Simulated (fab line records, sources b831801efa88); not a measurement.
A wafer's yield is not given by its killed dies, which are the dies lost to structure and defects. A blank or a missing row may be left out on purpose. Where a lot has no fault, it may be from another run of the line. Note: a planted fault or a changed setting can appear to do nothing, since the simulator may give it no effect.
What tool caused it? || flow gf180mcu || 15 lots, 45 wafers sampled, at 6 steps of a route of 602

== WHAT THE GAUGES READ, wafer by wafer ==
GF_SAB_OVL_MEAS_10. Usual: SAB_OVL typically reads -0.5 nm, with standard deviation 1.2.
{"lot": "L648", "measured": "day 15 07:52", "on": "overlay-01", "SAB_OVL (nm)": "-1.6 0.5 -1.4", "flag": ""}
{"lot": "L650", "measured": "day 15 23:39", "on": "overlay-01", "SAB_OVL (nm)": "0.7 -0.8 1.1", "flag": ""}
{"lot": "L651", "measured": "day 16 08:27", "on": "overlay-02", "SAB_OVL (nm)": "-1.8 -2.1 -4.2", "flag": ""}
{"lot": "L652", "measured": "day 16 14:55", "on": "overlay-02", "SAB_OVL (nm)": "1.3 1.4 -0.2", "flag": ""}
{"lot": "L654", "measured": "day 17 23:22", "on": "overlay-01", "SAB_OVL (nm)": "-0.5 -0.7 -1.2", "flag": ""}
{"lot": "L657", "measured": "day 19 15:43", "on": "overlay-02", "SAB_OVL (nm)": "-2.2 -0.9 -0.6", "flag": ""}
{"lot": "L659", "measured": "day 19 20:41", "on": "overlay-01", "SAB_OVL (nm)": "-0.1 -0.9 -2.0", "flag": ""}
{"lot": "L658", "measured": "day 20 00:17", "on": "overlay-01", "SAB_OVL (nm)": "-1.3 -0.2 -1.7", "flag": ""}
{"lot": "L661", "measured": "day 20 02:28", "on": "overlay-02", "SAB_OVL (nm)": "-2.5 -1.1 -2.5", "flag": ""}
{"lot": "L663", "measured": "day 21 00:27", "on": "overlay-02", "SAB_OVL (nm)": "-0.8 0.0 -1.1", "flag": ""}
{"lot": "L664", "measured": "day 21 13:32", "on": "overlay-02", "SAB_OVL (nm)": "-0.5 0.8 0.1", "flag": ""}
{"lot": "L665", "measured": "day 21 13:50", "on": "overlay-02", "SAB_OVL (nm)": "-0.8 -0.8 1.3", "flag": ""}
{"lot": "L666", "measured": "day 21 20:47", "on": "overlay-01", "SAB_OVL (nm)": "-2.0 -0.8 0.3", "flag": ""}
{"lot": "L667", "measured": "day 22 02:35", "on": "overlay-01", "SAB_OVL (nm)": "0.7 1.1 -0.2", "flag": ""}
{"lot": "L670", "measured": "day 23 04:12", "on": "overlay-02", "SAB_OVL (nm)": "-1.7 -0.7 0.5", "flag": ""}

GF_CONTACT_THK_MEAS_01. Usual: CONTACT_CVD_00_THK typically reads 301.2 nm, with standard deviation 2.6.
{"lot": "L648", "measured": "day 15 08:49", "on": "film_metro-03", "CONTACT_CVD_00_THK (nm)": "298.0 299.5 300.9", "flag": ""}
{"lot": "L650", "measured": "day 16 00:39", "on": "film_metro-04", "CONTACT_CVD_00_THK (nm)": "301.9 302.2 299.5", "flag": ""}
{"lot": "L651", "measured": "day 16 09:24", "on": "film_metro-04", "CONTACT_CVD_00_THK (nm)": "298.6 305.1 300.7", "flag": ""}
{"lot": "L652", "measured": "day 16 15:52", "on": "film_metro-04", "CONTACT_CVD_00_THK (nm)": "301.2 303.3 305.4", "flag": ""}
{"lot": "L654", "measured": "day 18 00:19", "on": "film_metro-03", "CONTACT_CVD_00_THK (nm)": "303.5 303.1 301.1", "flag": ""}
{"lot": "L657", "measured": "day 19 16:40", "on": "film_metro-01", "CONTACT_CVD_00_THK (nm)": "300.4 297.4 301.4", "flag": ""}
{"lot": "L659", "measured": "day 19 21:52", "on": "film_metro-01", "CONTACT_CVD_00_THK (nm)": "601.2 603.6 598.3", "flag": "OFF"}
{"lot": "L658", "measured": "day 20 01:40", "on": "film_metro-03", "CONTACT_CVD_00_THK (nm)": "607.9 606.4 608.4", "flag": "OFF"}
{"lot": "L661", "measured": "day 20 03:53", "on": "film_metro-03", "CONTACT_CVD_00_THK (nm)": "602.9 598.1 606.5", "flag": "OFF"}
{"lot": "L663", "measured": "day 21 01:29", "on": "film_metro-01", "CONTACT_CVD_00_THK (nm)": "302.5 299.4 304.0", "flag": ""}
{"lot": "L664", "measured": "day 21 14:35", "on": "film_metro-01", "CONTACT_CVD_00_THK (nm)": "300.3 299.9 300.7", "flag": ""}
{"lot": "L665", "measured": "day 21 14:55", "on": "film_metro-01", "CONTACT_CVD_00_THK (nm)": "295.8 296.2 294.8", "flag": ""}
{"lot": "L666", "measured": "day 21 21:44", "on": "film_metro-04", "CONTACT_CVD_00_THK (nm)": "300.5 297.8 301.9", "flag": ""}
{"lot": "L667", "measured": "day 22 03:32", "on": "film_metro-01", "CONTACT_CVD_00_THK (nm)": "301.4 302.0 302.1", "flag": ""}
{"lot": "L670", "measured": "day 23 05:09", "on": "film_metro-03", "CONTACT_CVD_00_THK (nm)": "303.2 302.4 303.3", "flag": ""}

GF_CONTACT_BOW_MEAS_05. Usual: CONTACT_BOW typically reads 67 um, with standard deviation 6.
{"lot": "L648", "measured": "day 15 09:19", "on": "film_metro-01", "CONTACT_BOW (um)": "61 68 75", "flag": ""}
{"lot": "L650", "measured": "day 16 01:09", "on": "film_metro-04", "CONTACT_BOW (um)": "69 69 77", "flag": ""}
{"lot": "L651", "measured": "day 16 09:54", "on": "film_metro-03", "CONTACT_BOW (um)": "64 74 61", "flag": ""}
{"lot": "L652", "measured": "day 16 16:22", "on": "film_metro-03", "CONTACT_BOW (um)": "62 72 69", "flag": ""}
{"lot": "L654", "measured": "day 18 00:51", "on": "film_metro-03", "CONTACT_BOW (um)": "61 67 61", "flag": ""}
{"lot": "L657", "measured": "day 19 17:11", "on": "film_metro-01", "CONTACT_BOW (um)": "66 65 69", "flag": ""}
{"lot": "L659", "measured": "day 19 22:21", "on": "film_metro-01", "CONTACT_BOW (um)": "87 85 73", "flag": ""}
{"lot": "L658", "measured": "day 20 02:09", "on": "film_metro-03", "CONTACT_BOW (um)": "93 76 81", "flag": ""}
{"lot": "L661", "measured": "day 20 04:23", "on": "film_metro-03", "CONTACT_BOW (um)": "83 82 92", "flag": "OFF"}
{"lot": "L663", "measured": "day 21 01:59", "on": "film_metro-01", "CONTACT_BOW (um)": "63 62 58", "flag": ""}
{"lot": "L664", "measured": "day 21 15:05", "on": "film_metro-01", "CONTACT_BOW (um)": "69 74 63", "flag": ""}
{"lot": "L665", "measured": "day 21 15:25", "on": "film_metro-03", "CONTACT_BOW (um)": "70 73 71", "flag": ""}
{"lot": "L666", "measured": "day 21 22:17", "on": "film_metro-04", "CONTACT_BOW (um)": "60 69 62", "flag": ""}
{"lot": "L667", "measured": "day 22 04:02", "on": "film_metro-03", "CONTACT_BOW (um)": "70 70 66", "flag": ""}
{"lot": "L670", "measured": "day 23 05:39", "on": "film_metro-03", "CONTACT_BOW (um)": "82 66 68", "flag": ""}

== WHAT TOOL EACH LOT RAN ON (gives the tool, then ch and the chambers of the sampled wafers, and finally the start) ==
{"lot": "L648", "GF_SAB_ETCH_11": "rie_diel-02 ch 1,2, day 15 07:54", "GF_SALICIDE_RTA_08": "rtp_anneal-01 ch 0, day 15 08:41", "GF_CONTACT_CVD_00": "hdpcvd-01 ch 0,1, day 15 08:47"}
{"lot": "L650", "GF_SAB_ETCH_11": "rie_diel-03 ch 0,1,2, day 15 23:41", "GF_SALICIDE_RTA_08": "rtp_anneal-01 ch 0, day 16 00:31", "GF_CONTACT_CVD_00": "hdpcvd-02 ch 0,1,2, day 16 00:35"}
{"lot": "L651", "GF_SAB_ETCH_11": "rie_diel-04 ch 0,1,2, day 16 08:29", "GF_SALICIDE_RTA_08": "rtp_anneal-02 ch 0, day 16 09:16", "GF_CONTACT_CVD_00": "hdpcvd-01 ch 0,2, day 16 09:20"}
{"lot": "L652", "GF_SAB_ETCH_11": "rie_diel-02 ch 0,1, day 16 14:56", "GF_SALICIDE_RTA_08": "rtp_anneal-01 ch 0, day 16 15:44", "GF_CONTACT_CVD_00": "hdpcvd-02 ch 0,1, day 16 15:47"}
{"lot": "L654", "GF_SAB_ETCH_11": "rie_diel-03 ch 0,3, day 17 23:24", "GF_SALICIDE_RTA_08": "rtp_anneal-02 ch 0, day 18 00:11", "GF_CONTACT_CVD_00": "hdpcvd-01 ch 0,1, day 18 00:16"}
{"lot": "L657", "GF_SAB_ETCH_11": "rie_diel-04 ch 1,2,3, day 19 15:44", "GF_SALICIDE_RTA_08": "rtp_anneal-02 ch 0, day 19 16:32", "GF_CONTACT_CVD_00": "hdpcvd-01 ch 0,1,2, day 19 16:37"}
{"lot": "L659", "GF_SAB_ETCH_11": "rie_diel-04 ch 0,1,2, day 19 20:44", "GF_SALICIDE_RTA_08": "rtp_anneal-01 ch 0, day 19 21:30", "GF_CONTACT_CVD_00": "hdpcvd-02 ch 0,1,2, day 19 21:36"}
{"lot": "L658", "GF_SAB_ETCH_11": "rie_diel-04 ch 0,1, day 20 00:20", "GF_SALICIDE_RTA_08": "rtp_anneal-01 ch 0, day 20 01:13", "GF_CONTACT_CVD_00": "hdpcvd-01 ch 0,1,2, day 20 01:25"}
{"lot": "L661", "GF_SAB_ETCH_11": "rie_diel-02 ch 0,1,2, day 20 02:30", "GF_SALICIDE_RTA_08": "rtp_anneal-01 ch 0, day 20 03:26", "GF_CONTACT_CVD_00": "hdpcvd-01 ch 0,1,2, day 20 03:37"}
{"lot": "L663", "GF_SAB_ETCH_11": "rie_diel-04 ch 1,2,3, day 21 00:29", "GF_SALICIDE_RTA_08": "rtp_anneal-02 ch 0, day 21 01:20", "GF_CONTACT_CVD_00": "hdpcvd-01 ch 0,2, day 21 01:26"}
{"lot": "L664", "GF_SAB_ETCH_11": "rie_diel-03 ch 0,3, day 21 13:35", "GF_SALICIDE_RTA_08": "rtp_anneal-02 ch 0, day 21 14:26", "GF_CONTACT_CVD_00": "hdpcvd-02 ch 1,2, day 21 14:32"}
{"lot": "L665", "GF_SAB_ETCH_11": "rie_diel-02 ch 0,1,2, day 21 13:53", "GF_SALICIDE_RTA_08": "rtp_anneal-02 ch 0, day 21 14:46", "GF_CONTACT_CVD_00": "hdpcvd-01 ch 0,2, day 21 14:52"}
{"lot": "L666", "GF_SAB_ETCH_11": "rie_diel-03 ch 1,2,3, day 21 20:50", "GF_SALICIDE_RTA_08": "rtp_anneal-02 ch 0, day 21 21:35", "GF_CONTACT_CVD_00": "hdpcvd-01 ch 0,1,2, day 21 21:41"}
{"lot": "L667", "GF_SAB_ETCH_11": "rie_diel-04 ch 0,2,3, day 22 02:38", "GF_SALICIDE_RTA_08": "rtp_anneal-01 ch 0, day 22 03:23", "GF_CONTACT_CVD_00": "hdpcvd-01 ch 0,1,2, day 22 03:29"}
{"lot": "L670", "GF_SAB_ETCH_11": "rie_diel-03 ch 0,1,2, day 23 04:14", "GF_SALICIDE_RTA_08": "rtp_anneal-02 ch 0, day 23 05:01", "GF_CONTACT_CVD_00": "hdpcvd-02 ch 0,2, day 23 05:05"}
- GF_SAB_ETCH_11: etches SiO2 in C4F8/O2/Ar, target depth 55 nm, time 8.5 s.
- GF_SALICIDE_RTA_08: time 30 s.
- GF_CONTACT_CVD_00: deposits SiO2, target thk 300 nm, time 50 s.

== WHAT THE TOOLS THEMSELVES READ (means of the sampled wafers that have a number; where no wafer has one, the mark that the record gives instead) ==
GF_SAB_ETCH_11. Usual: oes_product_au 0.999 a.u., standard deviation 0.015; rf_fwd_power_W 1469 W, standard deviation 7.4.
{"lot": "L648", "tool": "rie_diel-02", "oes_product_au (a.u.)": 1.005, "rf_fwd_power_W (W)": 1469, "flag": ""}
{"lot": "L650", "tool": "rie_diel-03", "oes_product_au (a.u.)": 0.998, "rf_fwd_power_W (W)": 1472, "flag": ""}
{"lot": "L651", "tool": "rie_diel-04", "oes_product_au (a.u.)": 1.004, "rf_fwd_power_W (W)": 1461, "flag": ""}
{"lot": "L652", "tool": "rie_diel-02", "oes_product_au (a.u.)": 1.009, "rf_fwd_power_W (W)": 1464, "flag": ""}
{"lot": "L654", "tool": "rie_diel-03", "oes_product_au (a.u.)": 0.982, "rf_fwd_power_W (W)": 1481, "flag": ""}
{"lot": "L657", "tool": "rie_diel-04", "oes_product_au (a.u.)": 0.983, "rf_fwd_power_W (W)": 1467, "flag": ""}
{"lot": "L659", "tool": "rie_diel-04", "oes_product_au (a.u.)": 1.002, "rf_fwd_power_W (W)": 1463, "flag": ""}
{"lot": "L658", "tool": "rie_diel-04", "oes_product_au (a.u.)": 0.999, "rf_fwd_power_W (W)": 1467, "flag": ""}
{"lot": "L661", "tool": "rie_diel-02", "oes_product_au (a.u.)": 1.008, "rf_fwd_power_W (W)": 1464, "flag": ""}
{"lot": "L663", "tool": "rie_diel-04", "oes_product_au (a.u.)": 0.995, "rf_fwd_power_W (W)": 1470, "flag": ""}
{"lot": "L664", "tool": "rie_diel-03", "oes_product_au (a.u.)": 0.993, "rf_fwd_power_W (W)": 1471, "flag": ""}
{"lot": "L665", "tool": "rie_diel-02", "oes_product_au (a.u.)": 1.011, "rf_fwd_power_W (W)": 1467, "flag": ""}
{"lot": "L666", "tool": "rie_diel-03", "oes_product_au (a.u.)": 1.004, "rf_fwd_power_W (W)": 1465, "flag": ""}
{"lot": "L667", "tool": "rie_diel-04", "oes_product_au (a.u.)": 0.994, "rf_fwd_power_W (W)": 1468, "flag": ""}
{"lot": "L670", "tool": "rie_diel-03", "oes_product_au (a.u.)": 0.997, "rf_fwd_power_W (W)": 1475, "flag": ""}

GF_SALICIDE_RTA_08. Usual: lamp_power_pct 18.43 %, standard deviation 0.18; wafer_temp_C_max 803.8, standard deviation 0.9.
{"lot": "L648", "tool": "rtp_anneal-01", "lamp_power_pct (%)": 18.64, "wafer_temp_C_max": 803.7, "flag": ""}
{"lot": "L650", "tool": "rtp_anneal-01", "lamp_power_pct (%)": 18.65, "wafer_temp_C_max": 803.2, "flag": ""}
{"lot": "L651", "tool": "rtp_anneal-02", "lamp_power_pct (%)": 18.27, "wafer_temp_C_max": 804.3, "flag": ""}
{"lot": "L652", "tool": "rtp_anneal-01", "lamp_power_pct (%)": 18.64, "wafer_temp_C_max": 804.0, "flag": ""}
{"lot": "L654", "tool": "rtp_anneal-02", "lamp_power_pct (%)": 18.29, "wafer_temp_C_max": 804.4, "flag": ""}
{"lot": "L657", "tool": "rtp_anneal-02", "lamp_power_pct (%)": 18.27, "wafer_temp_C_max": 804.8, "flag": ""}
{"lot": "L659", "tool": "rtp_anneal-01", "lamp_power_pct (%)": 18.67, "wafer_temp_C_max": 803.1, "flag": ""}
{"lot": "L658", "tool": "rtp_anneal-01", "lamp_power_pct (%)": 18.64, "wafer_temp_C_max": 802.7, "flag": ""}
{"lot": "L661", "tool": "rtp_anneal-01", "lamp_power_pct (%)": 18.63, "wafer_temp_C_max": 803.4, "flag": ""}
{"lot": "L663", "tool": "rtp_anneal-02", "lamp_power_pct (%)": 18.26, "wafer_temp_C_max": 804.0, "flag": ""}
{"lot": "L664", "tool": "rtp_anneal-02", "lamp_power_pct (%)": 18.27, "wafer_temp_C_max": 803.3, "flag": ""}
{"lot": "L665", "tool": "rtp_anneal-02", "lamp_power_pct (%)": 18.28, "wafer_temp_C_max": 804.5, "flag": ""}
{"lot": "L666", "tool": "rtp_anneal-02", "lamp_power_pct (%)": 18.28, "wafer_temp_C_max": 803.9, "flag": ""}
{"lot": "L667", "tool": "rtp_anneal-01", "lamp_power_pct (%)": 18.65, "wafer_temp_C_max": 802.7, "flag": ""}
{"lot": "L670", "tool": "rtp_anneal-02", "lamp_power_pct (%)": 18.29, "wafer_temp_C_max": 804.2, "flag": ""}

== THE ANSWER, worked out from the rows above alone ==
Rule: a lot is off if the mean of its wafers that have a number lies more than 3 standard deviations from the usual mean. Also off: a lot with no number at a reading for which 4 or more lots have one. The other lots that the step has rows for count as sound. The gauges are gone through in route order, then the tools' own readings, and for those a lot's mean is taken as printed above. The first step at which some lot is off is used, and at that step the reading that is off furthest; a lot without a number counts as furthest.
Off: L659, L658, L661, seen at GF_CONTACT_THK_MEAS_01 (CONTACT_CVD_00_THK).
If a tool, at a process step before that reading, ran all the lots that are off and no sound lot after the first of them, it fits. The gauges at GF_CONTACT_THK_MEAS_01 are tried like those tools. None of those tried fits.

== WHAT THE SIMULATOR PUT IN ==
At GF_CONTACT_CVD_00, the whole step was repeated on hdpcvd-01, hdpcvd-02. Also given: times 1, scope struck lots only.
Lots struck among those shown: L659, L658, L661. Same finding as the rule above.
